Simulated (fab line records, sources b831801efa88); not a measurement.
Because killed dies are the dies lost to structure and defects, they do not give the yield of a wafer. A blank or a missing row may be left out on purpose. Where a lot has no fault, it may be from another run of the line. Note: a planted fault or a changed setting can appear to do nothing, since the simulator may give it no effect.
fab line records    flow sky130
record: lots: 14  wafers: 42  last_day: 49
route steps=708 shown FIELD_ISO@16 SD_P@324 LI_CONTACT@378
lots that met no fault: taken from a fault-free run of the same line
start_h: hours from the record's first day to the start of the lot's first wafer shown    wait_h: how many hours have passed since the lot's step before this one    " same as the row above    L1.1+2: a single row standing in for several wafers    - no value present, or no start provided    * or withheld: withheld    < > ~ a bound
route shown NAME@n: names a module that has steps shown in the file, with the first one's number in the route    usual: mean/standard deviation of fault-free wafers    same: alike in all rows    chamber/n: place in a boat    sites: per-site readings    _std_site: how widely they spread, as a standard deviation    _edge_site: mean of outer sites minus mean of inner sites    radius_mm: for every site, how far away it sits from the centre of the wafer    mask NAME#n: copy n    behind: the last tool/chamber to shape the wafer    hold: cause of the lot's hold/its duration in hours/its outcome    device: transistor that didn't switch, given as n, p or np    end of line: at the end of the route, the tests of the same wafers    for a step that has no rows: nothing shown but its recipe    killed: not the wafer's yield, but the dies lost to structure and defects at the first sort    map: per-die view of a wafer (x killed, . not killed, _ where there is no die)
set.NAME: the setting the step ran with; set.NAME@STEP: the setting that earlier step ran with    model.NAME: the simulator's own value behind a step, which no gauge read
a sample of lots followed through the steps of the route, with each step as a table and each wafer as a row
services: when a tool's chamber went out of use (start_h, in hours from the record's first day, below 0 if earlier), for how many hours, and the reason
== steps ==
step: SKY_FIELD_ISO_ETCH_15
recipe: chemistry: CHF3/O2  target_depth_nm: 180  stop_on: Si  source_w: 600  bias_w: 200  pressure_mtorr: 40  chf3_flow_sccm: 50  O2_flow_sccm: 5  time_s: 72
usual: O2_flow_sccm: 5.000/0.014  bias_w: 199.9/0.61  drypump_motor_current_A: 5.7/0.49  oes_product_au: 0.944/0.0074  throttle_valve_pct: 8.842/0.0092
lot.wafer  tool         chamber  start_h  wait_h  O2_flow_sccm  bias_w  drypump_motor_current_A  oes_product_au  rf_hours_counter_h  throttle_valve_pct
L128.4     rie_diel-03  1        31.15    0.0     4.997         199.2   6.4                      0.929           139                 8.841
L128.5     "            1        "        "       5.005         199.4   6.4                      0.935           -                   8.832
L128.6     "            0        "        "       4.988         200.5   5.3                      0.942           -                   8.832
L129.2     rie_diel-03  0        40.27    0.0     4.999         200.2   5.3                      0.943           66                  8.841
L129.5     "            1        "        "       5.026         200.3   6.4                      0.950           -                   8.845
L129.6     "            2        "        "       4.995         199.9   5.9                      0.935           -                   8.845
L131.1     rie_diel-03  2        44.62    0.0     5.004         200.8   5.9                      0.950           82                  8.844
L131.3     "            1        "        "       4.993         200.5   6.4                      0.951           139                 8.862
L131.5     "            2        "        "       4.989         199.0   5.9                      0.955           -                   8.839
L132.2     rie_diel-02  1        49.55    0.0     5.028         199.4   5.6                      0.943           4                   8.824
L132.4     "            0        "        "       4.986         200.7   5.5                      0.951           65                  8.838
L132.6     "            1        "        "       4.995         199.7   5.6                      0.955           -                   8.838
L133.2     rie_diel-03  1        55.72    0.0     4.998         200.3   6.4                      0.946           139                 8.858
L133.4     "            2        "        "       5.007         199.8   5.9                      0.952           82                  8.850
L133.6     "            1        "        "       4.991         200.2   6.4                      0.951           -                   8.851
L134.1     rie_diel-04  1        61.43    0.0     5.000         199.9   5.2                      0.948           153                 8.838
L134.5     "            0        "        "       5.002         200.1   5.5                      0.954           -                   8.838
L134.6     "            1        "        "       4.988         199.8   5.2                      0.958           -                   8.842
L135.4     rie_diel-03  3        64.67    0.0     5.011         200.3   5.2                      0.942           58                  8.858
L135.5     "            3        "        "       5.021         200.8   5.2                      0.948           -                   8.849
L135.6     "            0        "        "       5.008         199.9   5.3                      0.952           -                   8.839
L136.2     rie_diel-04  2        71.00    0.0     5.022         200.0   5.6                      0.948           128                 8.854
L136.3     "            1        "        "       5.016         199.7   5.1                      0.941           154                 8.823
L136.6     "            3        "        "       5.017         199.5   6.5                      0.944           -                   8.845
L137.3     rie_diel-02  2        75.62    0.0     5.001         199.3   6.5                      0.932           26                  8.836
L137.4     "            3        "        "       4.989         200.0   5.2                      0.941           58                  8.835
L137.5     "            1        "        "       5.011         198.9   5.6                      0.937           -                   8.816
L138.1     rie_diel-02  1        79.85    0.0     4.995         201.5   5.6                      0.949           5                   8.834
L138.3     "            3        "        "       5.010         199.1   5.2                      0.946           58                  8.836
L138.5     "            1        "        "       5.006         200.4   5.6                      0.938           -                   8.841
L140.1     rie_diel-04  2        92.87    0.0     5.019         199.4   5.6                      0.940           128                 8.841
L140.2     "            1        "        "       4.966         200.7   5.2                      0.942           154                 8.847
L140.6     "            2        "        "       4.999         199.8   5.6                      0.942           -                   8.843
L143.3     rie_diel-04  0        109.38   0.0     4.983         200.4   5.5                      0.950           143                 8.848
L143.4     "            3        "        "       5.011         200.8   6.5                      0.959           7                   8.836
L143.6     "            0        "        "       4.987         199.6   5.5                      0.951           -                   8.856
L145.1     rie_diel-03  3        119.43   0.0     4.988         200.5   5.2                      0.931           59                  8.830
L145.2     "            2        "        "       4.978         200.4   5.9                      0.941           83                  8.843
L145.3     "            0        "        "       4.977         200.4   5.3                      0.941           68                  8.839
L147.1     rie_diel-03  1        129.98   0.0     5.008         200.2   6.4                      0.947           140                 8.843
L147.4     "            3        "        "       5.019         199.6   5.2                      0.940           59                  8.842
L147.6     "            0        "        "       5.015         200.6   5.3                      0.948           -                   8.843
step: SKY_FIELD_ISO_THK_MEAS_23
recipe: reads: SiO2_of_FIELD_ISO_OXIDATION_22
usual: FIELD_ISO_OXIDATION_01_THK: 9.91/0.18
lot.wafer  tool           chamber  start_h  wait_h  FIELD_ISO_OXIDATION_01_THK[nm]
L128.4     film_metro-03  -        33.56    0.1     9.94
L128.5     "              -        "        "       9.82
L128.6     "              -        "        "       9.77
L129.2     film_metro-01  -        43.14    0.0     10.10
L129.5     "              -        "        "       10.15
L129.6     "              -        "        "       10.03
L131.1     film_metro-02  -        46.62    0.0     9.71
L131.3     "              -        "        "       9.59
L131.5     "              -        "        "       9.76
L132.2     film_metro-02  -        51.27    0.0     10.14
L132.4     "              -        "        "       10.12
L132.6     "              -        "        "       10.24
L133.2     film_metro-01  -        58.34    0.0     9.94
L133.4     "              -        "        "       9.99
L133.6     "              -        "        "       10.07
L134.1     film_metro-01  -        67.72    0.0     10.04
L134.5     "              -        "        "       9.93
L134.6     "              -        "        "       10.00
L135.4     film_metro-03  -        67.75    0.0     10.14
L135.5     "              -        "        "       9.98
L135.6     "              -        "        "       9.99
L136.2     film_metro-01  -        75.88    0.0     9.96
L136.3     "              -        "        "       9.80
L136.6     "              -        "        "       9.82
L137.3     film_metro-02  -        79.97    0.0     9.92
L137.4     "              -        "        "       10.06
L137.5     "              -        "        "       9.90
L138.1     film_metro-02  -        84.21    0.0     10.08
L138.3     "              -        "        "       9.99
L138.5     "              -        "        "       9.96
L140.1     film_metro-01  -        94.55    0.0     10.03
L140.2     "              -        "        "       10.07
L140.6     "              -        "        "       10.05
L143.3     film_metro-02  -        111.07   0.0     9.93
L143.4     "              -        "        "       10.07
L143.6     "              -        "        "       10.06
L145.1     film_metro-02  -        121.10   0.0     9.53
L145.2     "              -        "        "       9.58
L145.3     "              -        "        "       9.54
L147.1     film_metro-01  -        132.89   0.0     9.70
L147.4     "              -        "        "       9.75
L147.6     "              -        "        "       9.77
step: SKY_SD_P_EXPOSE_04
recipe: mask_id: PSDM  na: 0.6  source_shape: conventional  sigma_outer: 0.6  polarization: unpolarized  target_cd_nm: 380  dose_mj: 138
usual: exposure_dose_mJ_cm2: 137.95/0.15  focus_offset_nm: 0.0/0.48  reticle_temp_C: 23.00/0.11
lot.wafer  tool              chamber  start_h  wait_h  mask    exposure_dose_mJ_cm2  focus_offset_nm  reticle_temp_C
L128.4     iline_stepper-01  0        573.38   -       PSDM#0  138.13                0.1              22.98
L128.5     "                 0        "        "       PSDM#0  138.15                0.2              22.88
L128.6     "                 0        "        "       PSDM#0  138.04                1.0              22.94
L129.2     iline_stepper-02  0        594.50   -       PSDM#0  138.02                0.1              23.24
L129.5     "                 0        "        "       PSDM#0  137.86                0.3              22.94
L129.6     "                 0        "        "       PSDM#0  137.98                0.0              23.11
L131.1     iline_stepper-02  0        599.13   -       PSDM#0  138.01                0.3              22.97
L131.3     "                 0        "        "       PSDM#0  138.01                -0.1             23.09
L131.5     "                 0        "        "       PSDM#0  138.01                0.0              23.04
L132.2     iline_stepper-02  0        605.92   -       PSDM#0  137.82                0.8              22.97
L132.4     "                 0        "        "       PSDM#0  137.99                -0.1             23.07
L132.6     "                 0        "        "       PSDM#0  137.76                0.3              23.09
L133.2     iline_stepper-02  0        622.68   -       PSDM#0  138.08                -0.2             23.05
L133.4     "                 0        "        "       PSDM#0  138.18                -0.3             23.03
L133.6     "                 0        "        "       PSDM#0  138.03                0.4              23.03
L135.4     iline_stepper-02  0        644.25   -       PSDM#0  138.14                0.2              23.06
L135.5     "                 0        "        "       PSDM#0  138.05                0.3              23.01
L135.6     "                 0        "        "       PSDM#0  138.16                0.1              22.99
L134.1     iline_stepper-02  0        647.65   -       PSDM#0  138.10                0.9              22.81
L134.5     "                 0        "        "       PSDM#0  137.91                0.1              22.86
L134.6     "                 0        "        "       PSDM#0  137.79                0.8              22.99
L136.2     iline_stepper-02  0        653.92   -       PSDM#0  137.67                -0.7             22.86
L136.3     "                 0        "        "       PSDM#0  137.93                -1.0             22.92
L136.6     "                 0        "        "       PSDM#0  137.99                -0.9             22.89
L137.3     iline_stepper-02  0        660.95   -       PSDM#0  138.01                0.6              22.96
L137.4     "                 0        "        "       PSDM#0  138.03                0.1              23.19
L137.5     "                 0        "        "       PSDM#0  138.05                0.3              23.05
L138.1     iline_stepper-01  0        662.73   -       PSDM#0  137.74                -0.4             23.03
L138.3     "                 0        "        "       PSDM#0  137.71                -0.2             23.16
L138.5     "                 0        "        "       PSDM#0  137.99                -0.7             23.02
L140.1     iline_stepper-02  0        679.68   -       PSDM#0  137.77                0.3              22.99
L140.2     "                 0        "        "       PSDM#0  137.86                0.0              22.85
L140.6     "                 0        "        "       PSDM#0  137.88                -0.2             22.92
L143.3     iline_stepper-01  0        703.33   -       PSDM#0  137.86                -0.2             22.91
L143.4     "                 0        "        "       PSDM#0  137.67                -1.3             22.95
L143.6     "                 0        "        "       PSDM#0  137.85                -0.3             23.01
L145.1     iline_stepper-02  -        725.91   -       PSDM#0  -                     -                -
L145.2     "                 -        "        "       PSDM#0  -                     -                -
L145.3     "                 -        "        "       PSDM#0  -                     -                -
L147.1     iline_stepper-01  -        734.34   -       PSDM#0  -                     -                -
L147.4     "                 -        "        "       PSDM#0  -                     -                -
L147.6     "                 -        "        "       PSDM#0  -                     -                -
step: SKY_LI_CONTACT_STRIP_16
recipe: chemistry: O2/N2  power_w: 1400  pressure_mtorr: 1500  platen_temp_c: withheld  o2_flow_sccm: 3000  n2_flow_sccm: 300  overash_fraction: 0.5
usual: drypump_motor_current_A: 5.5/0.33  n2_flow_sccm: 300.0/0.96  oes_product_au: 0.377/0.0046  strip_time_to_endpoint_s: 3.51/0.032
same: overash_fraction: 0.5
lot.wafer  tool             chamber  start_h  wait_h  drypump_motor_current_A  n2_flow_sccm  oes_product_au  rf_hours_counter_h  strip_time_to_endpoint_s
L128.4     plasma_asher-03  1        677.07   -       5.6                      299.7         0.374           -                   3.45
L128.5     "                0        "        "       5.6                      299.1         0.379           -                   3.47
L128.6     "                1        "        "       5.6                      299.1         0.374           -                   3.46
L129.2     plasma_asher-03  0        696.64   -       5.5                      298.6         0.379           25                  3.54
L129.5     "                0        "        "       5.5                      299.5         0.375           -                   3.54
L129.6     "                1        "        "       5.6                      302.6         0.379           -                   3.54
L131.1     plasma_asher-03  1        701.29   -       5.6                      299.6         0.373           25                  3.51
L131.3     "                0        "        "       5.6                      296.7         0.377           -                   3.54
L131.5     "                1        "        "       5.6                      301.1         0.370           -                   3.51
L132.2     plasma_asher-01  0        707.65   -       5.6                      299.7         0.380           105                 3.42
L132.4     "                0        "        "       5.6                      298.8         0.378           -                   3.46
L132.6     "                1        "        "       5.5                      300.2         0.379           -                   3.48
L133.2     plasma_asher-03  0        724.12   -       5.5                      299.4         0.390           28                  3.53
L133.4     "                0        "        "       5.6                      300.5         0.376           -                   3.53
L133.6     "                1        "        "       5.6                      299.4         0.373           -                   3.50
L135.4     plasma_asher-02  0        744.39   -       5.8                      299.8         0.384           -                   3.50
L135.5     "                1        "        "       4.7                      299.2         0.376           -                   3.51
L135.6     "                0        "        "       5.8                      299.7         0.376           -                   3.49
L134.1     plasma_asher-02  0        748.30   -       5.8                      299.5         0.378           87                  3.51
L134.5     "                1        "        "       4.7                      300.9         0.374           -                   3.50
L134.6     "                0        "        "       5.8                      298.5         0.376           -                   3.48
L136.2     plasma_asher-03  1        753.10   -       5.6                      299.9         0.375           31                  3.53
L136.3     "                1        "        "       5.6                      299.6         0.374           -                   3.52
L136.6     "                0        "        "       5.5                      301.6         0.381           -                   3.56
L137.3     plasma_asher-01  1        759.37   -       5.5                      299.1         0.376           -                   3.52
L137.4     "                0        "        "       5.6                      300.1         0.387           -                   3.53
L137.5     "                0        "        "       5.6                      300.1         0.379           -                   3.52
L138.1     plasma_asher-02  0        762.90   -       5.8                      299.4         0.370           88                  3.46
L138.3     "                1        "        "       4.7                      299.0         0.375           -                   3.46
L138.5     "                0        "        "       5.8                      299.7         0.371           -                   3.46
L140.1     plasma_asher-02  0        779.33   -       5.8                      299.6         0.384           89                  3.51
L140.2     "                1        "        "       4.7                      301.3         0.375           89                  3.46
L140.6     "                0        "        "       5.8                      298.6         0.374           -                   3.48
L143.3     plasma_asher-02  0        799.94   -       5.8                      299.6         0.375           -                   3.51
L143.4     "                1        "        "       4.7                      300.0         0.370           -                   3.53
L143.6     "                1        "        "       4.7                      300.7         0.375           -                   3.51
L145.1     plasma_asher-03  1        823.30   -       5.6                      300.8         0.375           38                  3.55
L145.2     "                0        "        "       5.6                      302.1         0.379           38                  3.54
L145.3     "                0        "        "       5.6                      300.3         0.376           -                   3.60
L147.1     plasma_asher-02  0        830.85   -       5.8                      299.9         0.378           95                  3.54
L147.4     "                0        "        "       5.8                      299.6         0.374           -                   3.51
L147.6     "                0        "        "       5.8                      299.0         0.373           -                   3.53
== services ==
tool              chamber  start_h  hours  kind
rie_diel-03       1        95.32    4.2    repair
rie_diel-03       1        148.55   5.0    repair
plasma_asher-03   -        166.10   1.9    repair
plasma_asher-02   -        168.05   1.7    repair
plasma_asher-02   -        178.86   1.6    repair
plasma_asher-03   -        183.74   10.2   repair
rie_diel-03       3        305.46   5.1    repair
iline_stepper-02  -        346.77   1.7    pm
iline_stepper-02  -        349.05   7.2    repair
rie_diel-03       -        351.11   0.4    repair
rie_diel-03       3        352.28   21.0   repair
rie_diel-03       0        356.40   2.5    repair
rie_diel-03       1        465.25   12.3   repair
iline_stepper-02  -        503.54   5.8    repair
iline_stepper-02  -        542.85   2.1    pm
iline_stepper-02  -        564.95   1.7    pm
rie_diel-03       2        568.34   4.2    repair
rie_diel-03       2        583.56   11.2   repair
rie_diel-03       1        588.55   6.7    repair
rie_diel-03       2        598.28   2.5    repair
rie_diel-03       1        685.64   10.2   repair
rie_diel-03       2        726.04   7.6    repair
iline_stepper-02  -        783.13   1.7    pm
iline_stepper-02  -        812.21   4.4    pm
== key ==
first_sign: step: SKY_SD_P_EXPOSE_04  reading: tool_record  direction: missing
effect none on later readings
met_at SKY_SD_P_EXPOSE_04
struck_lots L145,L147
sort_left_out L145.1,L145.2,L145.3,L147.1,L147.4,L147.6
tester_left_out L145,L147
not_acting_at SKY_FIELD_ISO_ETCH_15,SKY_FIELD_ISO_THK_MEAS_23,SKY_LI_CONTACT_STRIP_16
onset_between 703.33 725.91
fault: kind: skipped_step_whole  tool: iline_stepper-01,iline_stepper-02  chamber: -  onset_h: 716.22  steps: SKY_SD_P_EXPOSE_04  scope: struck_lots_only
tester_left_out: of these lots the tester's yield and bins aren't shown, on N5 and GAA mostly nor the transistor test; their killed dies are dies lost to structure and defects alone, not to doping, threshold or leakage, so they don't give the yield
sort_left_out: the simulated sort isn't trusted on such a fault, so these wafers' sort isn't shown, and their yield isn't known
